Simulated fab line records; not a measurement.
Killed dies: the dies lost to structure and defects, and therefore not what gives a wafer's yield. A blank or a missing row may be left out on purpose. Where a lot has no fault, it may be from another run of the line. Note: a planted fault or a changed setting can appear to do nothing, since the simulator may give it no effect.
Chamber matching / flow sky130 / SKY_CONTACT_CMP_04 on cmp-02: 4 sister chambers
The step polishes SiO2. 4 wafers are shown with their chamber, then 10 later ones without.

== EACH WAFER AND ITS CHAMBER ==
wafer=L273.1; chamber=3; motorCurrentA (A)=8.8
wafer=L273.6; chamber=1; motorCurrentA (A)=13.1
wafer=L275.2; chamber=2; motorCurrentA (A)=14.2
wafer=L275.4; chamber=0; motorCurrentA (A)=10.9

== WAFERS WHOSE CHAMBER IS MISSING ==
wafer=L275.6; motorCurrentA (A)=14.0
wafer=L278.1; motorCurrentA (A)=13.6
wafer=L278.3; motorCurrentA (A)=10.8
wafer=L278.4; motorCurrentA (A)=13.1
wafer=L280.3; motorCurrentA (A)=11.2
wafer=L280.4; motorCurrentA (A)=9.3
wafer=L280.5; motorCurrentA (A)=9.8
wafer=L281.2; motorCurrentA (A)=12.8
wafer=L281.4; motorCurrentA (A)=14.2
wafer=L281.5; motorCurrentA (A)=14.3

== WHICH CHAMBER EACH WENT THROUGH ==
wafer=L275.6; from the rows above=can't be placed: 2 or 1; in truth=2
wafer=L278.1; from the rows above=can't be placed: 1 or 2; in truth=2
wafer=L278.3; from the rows above=0; in truth=0
wafer=L278.4; from the rows above=1; in truth=1
wafer=L280.3; from the rows above=0; in truth=0
wafer=L280.4; from the rows above=3; in truth=3
wafer=L280.5; from the rows above=can't be placed: 3 or 0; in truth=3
wafer=L281.2; from the rows above=1; in truth=1
wafer=L281.4; from the rows above=2; in truth=2
wafer=L281.5; from the rows above=2; in truth=2
Correctly placed: 7 of 10. From these rows, 3 cannot be placed; in 3 the true chamber is one of the candidates. 0 placed wrongly.
How it was worked out, from the rows above alone: a wafer's distance from a chamber is the root of the sum, over the readings, of the square of ((its reading less the chamber's mean) divided by the reading's scatter). The wafer belongs to the nearest chamber; if the next one is less than 2 further off, it can't be placed. The mean given for a chamber averages the wafers shown for that chamber. The scatter: root of mean squared gap, hidden wafer to nearest shown wafer, with one shown wafer a chamber.
